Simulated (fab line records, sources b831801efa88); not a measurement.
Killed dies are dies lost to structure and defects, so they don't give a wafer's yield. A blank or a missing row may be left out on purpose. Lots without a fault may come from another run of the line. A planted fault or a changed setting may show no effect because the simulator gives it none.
Split-lot experiment | flow sfq_line | 5 lots, 23 wafers read, on a route of 325 steps

THE SPLIT
At SFQ_TRILAYER_I7_VIA_LITHO_COAT_187 (resist thk 650 nm), the setting resist_thk_nm was moved away from the recipe's 650 nm on 8 of the 23 wafers read, by -2.8% to +4.4%. The other wafers ran this setting at the recipe's value.

FROM THE SPLIT TO THE READING: what the file shows between them, 3 steps
- SFQ_TRILAYER_I7_VIA_LITHO_SOFTBAKE_191
- SFQ_TRILAYER_I7_VIA_LITHO_EXPOSE_188: exposes mask I7, target cd 1000 nm
- SFQ_TRILAYER_I7_VIA_LITHO_DEVELOP_189: time 60 s

THE READING
KrF_of_TRILAYER_I7_VIA_LITHO_COAT_187.thk_nm (the simulator's own value, which no gauge read), in nm, at SFQ_TRILAYER_I7_VIA_BARC_OPEN_VIA_ETCH_260 (etches BARC in O2, target depth 125 nm, time 41.7 s). The file gives no usual value for it. The 15 wafers here that ran the recipe average 574.2 nm, standard deviation 1.4 nm.

wafer  | tool, chamber at the split | resist_thk_nm as run, nm | against the recipe | KrF_of_TRILAYER_I7_VIA_LITHO_COAT_187.thk_nm, nm | against lot-mates on the recipe
L078.2 | litho_track-04, 0          | 662.6                    | +1.9%              | 585.5                                            | +11.3
L078.3 | litho_track-04, 0          | 650                      | recipe             | 574.3                                            | -
L078.4 | litho_track-04, 0          | 650                      | recipe             | 573.6                                            | -
L078.5 | litho_track-04, 0          | 650                      | recipe             | 574.7                                            | -
L078.6 | litho_track-04, 0          | 662.6                    | +1.9%              | 586                                              | +11.8
L079.1 | litho_track-04, 0          | 650                      | recipe             | 574.3                                            | -
L079.2 | litho_track-04, 0          | 650                      | recipe             | 573.4                                            | -
L079.3 | litho_track-04, 0          | 650                      | recipe             | 574.1                                            | -
L081.1 | litho_track-03, 0          | 678.9                    | +4.4%              | 597.8                                            | +26.6
L081.2 | litho_track-03, 0          | 678.9                    | +4.4%              | 597.7                                            | +26.5
L081.4 | litho_track-03, 0          | 650                      | recipe             | 571.4                                            | -
L081.5 | litho_track-03, 0          | 678.9                    | +4.4%              | 600.9                                            | +29.7
L081.6 | litho_track-03, 0          | 650                      | recipe             | 571                                              | -
L083.1 | litho_track-01, 0          | 650                      | recipe             | 574.3                                            | -
L083.3 | litho_track-01, 0          | 650                      | recipe             | 573.8                                            | -
L083.4 | litho_track-01, 0          | 650                      | recipe             | 576.2                                            | -
L083.5 | litho_track-01, 0          | 650                      | recipe             | 574.8                                            | -
L083.6 | litho_track-01, 0          | 650                      | recipe             | 575.1                                            | -
L084.1 | litho_track-01, 0          | 650                      | recipe             | 575.6                                            | -
L084.2 | litho_track-01, 0          | 631.9                    | -2.8%              | 556                                              | -19.9
L084.3 | litho_track-01, 0          | 631.9                    | -2.8%              | 557.5                                            | -18.4
L084.5 | litho_track-01, 0          | 631.9                    | -2.8%              | 558                                              | -17.9
L084.6 | litho_track-01, 0          | 650                      | recipe             | 576.2                                            | -

THE FIT
A straight line over all 23 wafers: KrF_of_TRILAYER_I7_VIA_LITHO_COAT_187.thk_nm changes by +5.74 nm for each +1% of resist_thk_nm; r = +0.99; the points scatter about the line by 1.5 nm.
The same after taking each lot's own level away (the mean of its wafers on the recipe; 23 wafers): +6.35 nm for each +1%; r = +1.00; scatter 0.91 nm.
On that fit, the largest move of resist_thk_nm shifts the reading by 28 nm.
The lots' own levels span 571.20 to 575.90 nm, that is 3.3 times the standard deviation above.
So the lot-to-lot level changes the slope little: the two slopes agree.
Check: with one of the wafers moved furthest among these (+4.4%) left out of the fit, the line predicts +28.4 nm for it against its lot-mates. It came out at +26.6 nm against them.

OTHER SPLITS ON THESE WAFERS
These wafers also went through other splits before the reading. Each is held against what the fit with the lots' levels taken away leaves over:
other split on the same wafers                   | wafers away from the commonest value | r with KrF_of_TRILAYER_I7_VIA_LITHO_COAT_187.thk_nm (lot level and that fit taken away)
SFQ_TRILAYER_C5_LITHO_PEB_154 peb_temp_c         | 7                                    | +0.29
SFQ_TRILAYER_M6_DEP_SPUTTER_157 time_s           | 12                                   | +0.41
SFQ_TRILAYER_M6_LITHO_COAT_159 resist_thk_nm     | 11                                   | +0.04
SFQ_TRILAYER_M6_LITHO_PEB_162 peb_temp_c         | 7                                    | -0.14
SFQ_TRILAYER_I6_VIA_LITHO_COAT_174 spin_rpm      | 8                                    | -0.15
SFQ_TRILAYER_I6_VIA_LITHO_PEB_172 peb_temp_c     | 9                                    | -0.08
SFQ_TRILAYER_M7_LITHO_COAT_177 resist_thk_nm     | 5                                    | -0.15
SFQ_TRILAYER_M7_LITHO_PEB_180 peb_time_s         | 4                                    | -0.11
SFQ_TRILAYER_I7_VIA_LITHO_COAT_192 resist_thk_nm | 5                                    | +0.31

THE WHOLE CHAIN: every reading that the file lists as answering this split, in the file's order
step                                       | what it does                                        | reading                                                                                       | change (the file's fit)              | r (the file's)
SFQ_TRILAYER_I7_VIA_LITHO_COAT_187         | resist thk 650 nm                                   | KrF_of_TRILAYER_I7_VIA_LITHO_COAT_187.thk_nm (the simulator's own value, which no gauge read) | +6.38 nm for each +1% of the setting | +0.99
SFQ_TRILAYER_I7_VIA_BARC_OPEN_VIA_ETCH_260 | etches BARC in O2, target depth 125 nm, time 41.7 s | KrF_of_TRILAYER_I7_VIA_LITHO_COAT_187.thk_nm (the simulator's own value, which no gauge read) | +6.3 nm for each +1% of the setting  | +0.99

THE FILE'S OWN FIT
KrF_of_TRILAYER_I7_VIA_LITHO_COAT_187.thk_nm changes by +6.3 nm for each +1% of resist_thk_nm, r = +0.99.
